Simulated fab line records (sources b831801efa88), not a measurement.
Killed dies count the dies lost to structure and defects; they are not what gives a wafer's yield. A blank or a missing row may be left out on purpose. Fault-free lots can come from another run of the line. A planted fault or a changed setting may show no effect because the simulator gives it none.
A lot that was struck, set against a sound lot | flow sky130 | 25 steps out of a route of 708
Sound: the wafers L256.1, L256.4, L256.6. Wafers L241.1, L241.2, L241.4 were the ones struck. The cause is given at the end.
Order at every step that has rows: each side's tool, ch and its chambers, its first start. Under that, the readings that differ: sound wafers | struck wafers | difference of the means | sigmas: that difference in standard deviations of wafers without a fault.
alike: a reading whose means differ by less than 2 such deviations, as well as words and numbers matching on both sides. not compared: withheld readings; readings where some wafer has no value; bounds like >300 that might hide an equal value; numbers whose values overlap and for which the record gives no deviation.
Wherever a step has rows on one side only, a row that says differs or no value, or a row with sigmas, the two part there. Numbers that have no deviation but don't overlap get no sigmas and don't part them. A reading that every wafer of one side lacks parts them only if that side has two wafers or more.

SKY_POLY_CUT_ETCH_11: etches Si3N4 in CF4/CH2F2/Ar, stops on poly-Si, time 42.5 s, target depth 60 nm.
  sound on rieDiel-03 ch 0,1, day 32 02:11; struck on rieDiel-03 ch 0,1,3, day 27 12:43
  alike: drypumpMotorCurrentA, oesProductAu, rfFwdPowerW, throttleValvePct
  not compared: rfHoursCounterH
SKY_POLY_CUT_STRIP_12: strips in O2/N2.
  sound on plasmaAsher-04 ch 0,1, day 32 02:14; struck on plasmaAsher-01 ch 0,1, day 27 12:46
  alike: chamberPressureMTorr, drypumpMotorCurrentA, oesProductAu, stripTimeToEndpointS
  not compared: rfHoursCounterH
then, 7 steps without rows for these wafers: SKY_SD_P_DEHYDRATE_00 (time 60 s); SKY_SD_P_HMDS_01 (prime time 60 s); SKY_SD_P_COAT_02 (resist thk 1140 nm); SKY_SD_P_SOFTBAKE_03 (time 60 s); SKY_SD_P_EXPOSE_04 (exposes mask PSDM, target cd 380 nm); SKY_SD_P_PEB_05; SKY_SD_P_DEVELOP_06 (develop time 60 s).
SKY_SD_P_CD_MEAS_07: target cd 380 nm.
  struck on cdSem-02, day 28 17:44; sound on cdSem-01, day 33 04:08
  alike: cdNm
SKY_SD_P_OVL_MEAS_08:
  struck on overlay-02, day 28 17:52; sound on overlay-02, day 33 04:16
  alike: SD_P_OVL
following that, these wafers have no rows for 1 step: SKY_SD_P_IMPLANT_09.
SKY_SD_P_STRIP_10: strips in O2/N2.
  sound on plasmaAsher-02 ch 1, day 33 04:26; struck on plasmaAsher-04 ch 0,1, day 28 18:02
  no value came back on the struck wafers for chamberPressureMTorr (mTorr), drypumpMotorCurrentA (A), oesProductAu (a.u.), stripTimeToEndpointS (s); on the sound wafers chamberPressureMTorr (mTorr) reads 1501.1 1498.3 1499.2
reading                                  | sound | struck         | difference | sigmas
model.NOVOLAK_of_SD_P_COAT_02.thkNm (nm) | 0 0 0 | 1141 1137 1139 | +1139      | 
  not compared: rfHoursCounterH
SKY_SD_P_TW_MEAS_11:
  struck on filmMetro-02, day 28 18:08; sound on filmMetro-01, day 33 04:32
reading | sound          | struck         | difference | sigmas
SD_P_TW | 2849 2840 2854 | 2804 2809 2814 | -39        | -2
then, 8 steps without rows for these wafers: SKY_RES_XHIGH_DEHYDRATE_00 (time 60 s); SKY_RES_XHIGH_HMDS_01 (prime time 60 s); SKY_RES_XHIGH_COAT_02 (resist thk 1140 nm); SKY_RES_XHIGH_SOFTBAKE_03 (time 60 s); SKY_RES_XHIGH_EXPOSE_04 (exposes mask URPM, target cd 1270 nm); SKY_RES_XHIGH_PEB_05; SKY_RES_XHIGH_DEVELOP_06 (develop time 60 s); SKY_RES_XHIGH_IMPLANT_07.
SKY_RES_XHIGH_STRIP_08: strips in O2/N2.
  sound on plasmaAsher-04 ch 0,1, day 34 07:05; struck on plasmaAsher-02 ch 0,1, day 29 21:59
reading                  | sound             | struck            | difference | sigmas
oesProductAu (a.u.)      | 0.714 0.705 0.711 | 0.725 0.729 0.714 | +0.013     | +3
stripTimeToEndpointS (s) | 14.35 14.29 14.35 | 31.34 31.29 31.31 | +16.98     | +99 or more
  alike: chamberPressureMTorr, drypumpMotorCurrentA
  not compared: rfHoursCounterH
SKY_RES_XHIGH_TW_MEAS_09:
  struck on filmMetro-01, day 29 22:05; sound on filmMetro-02, day 34 07:11
reading      | sound          | struck   | difference | sigmas
RES_XHIGH_TW | 1630 1634 1629 | 30 30 30 | -1601      | -99 or more
then, 1 step without rows for these wafers: SKY_SD_N_DEHYDRATE_00 (time 60 s).

== WHERE THEY PART ==
At SKY_SD_P_STRIP_10 first; at SKY_RES_XHIGH_TW_MEAS_09 last (within this record only).

WHY: the cause the simulator had injected
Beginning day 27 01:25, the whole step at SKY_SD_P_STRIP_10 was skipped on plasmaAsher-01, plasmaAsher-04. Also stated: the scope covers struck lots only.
